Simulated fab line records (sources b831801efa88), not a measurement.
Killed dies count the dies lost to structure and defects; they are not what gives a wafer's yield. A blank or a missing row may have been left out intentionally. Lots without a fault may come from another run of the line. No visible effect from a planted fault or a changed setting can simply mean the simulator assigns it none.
Chamber matching / flow sky130 / SKY_VIA4_ETCH_12 on rie diel-03 has 4 sister chambers
The step etches SiO2 in C4F8/O2/Ar, stops on TiN, target depth 580 nm. 8 wafers are shown with their chamber, then 10 later ones without.

## WAFERS PAIRED WITH THEIR CHAMBERS
wafer=L087.5; chamber=2; oes product au (a.u.)=0.923
wafer=L089.2; chamber=1; oes product au (a.u.)=0.937
wafer=L089.6; chamber=3; oes product au (a.u.)=0.923
wafer=L090.1; chamber=0; oes product au (a.u.)=0.926
wafer=L090.2; chamber=3; oes product au (a.u.)=0.925
wafer=L090.6; chamber=0; oes product au (a.u.)=0.928
wafer=L091.1; chamber=2; oes product au (a.u.)=0.931
wafer=L091.2; chamber=1; oes product au (a.u.)=0.928

## WAFERS WHOSE CHAMBER IS MISSING
wafer=L091.3; oes product au (a.u.)=0.931
wafer=L094.2; oes product au (a.u.)=0.927
wafer=L094.3; oes product au (a.u.)=0.932
wafer=L094.5; oes product au (a.u.)=0.925
wafer=L095.1; oes product au (a.u.)=0.922
wafer=L095.2; oes product au (a.u.)=0.916
wafer=L095.4; oes product au (a.u.)=0.930
wafer=L097.1; oes product au (a.u.)=0.931
wafer=L097.4; oes product au (a.u.)=0.927
wafer=L097.6; oes product au (a.u.)=0.924

## CHAMBER TAKEN BY EACH
wafer=L091.3; from the rows above=can't be placed: 1 or 0 or 2 or 3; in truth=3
wafer=L094.2; from the rows above=can't be placed: 0 or 2 or 3 or 1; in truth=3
wafer=L094.3; from the rows above=can't be placed: 1 or 0 or 2 or 3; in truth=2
wafer=L094.5; from the rows above=can't be placed: 3 or 0 or 2 or 1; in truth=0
wafer=L095.1; from the rows above=can't be placed: 3 or 0 or 2 or 1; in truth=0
wafer=L095.2; from the rows above=can't be placed: 3 or 0 or 2 or 1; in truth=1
wafer=L095.4; from the rows above=can't be placed: 1 or 0 or 2 or 3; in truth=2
wafer=L097.1; from the rows above=can't be placed: 1 or 0 or 2 or 3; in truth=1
wafer=L097.4; from the rows above=can't be placed: 0 or 2 or 3 or 1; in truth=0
wafer=L097.6; from the rows above=can't be placed: 3 or 0 or 2 or 1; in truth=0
Correct placement for 0 of the 10. Not placeable from these rows: 10 (in 10, the candidates include the true chamber). Wrongly placed: 0.
How it was worked out, from the rows above alone: a wafer's distance from a chamber is the root of the sum, over the readings, of the square of ((its reading less the chamber's mean) divided by the reading's scatter). The wafer belongs to the nearest chamber; if the next one is less than 2 further off, it can't be placed. A chamber's mean is the mean of its shown wafers. The scatter is the square root of a quotient: the sum, over the shown wafers, of each reading's squared deviation from its chamber's mean, divided by wafers minus chambers.
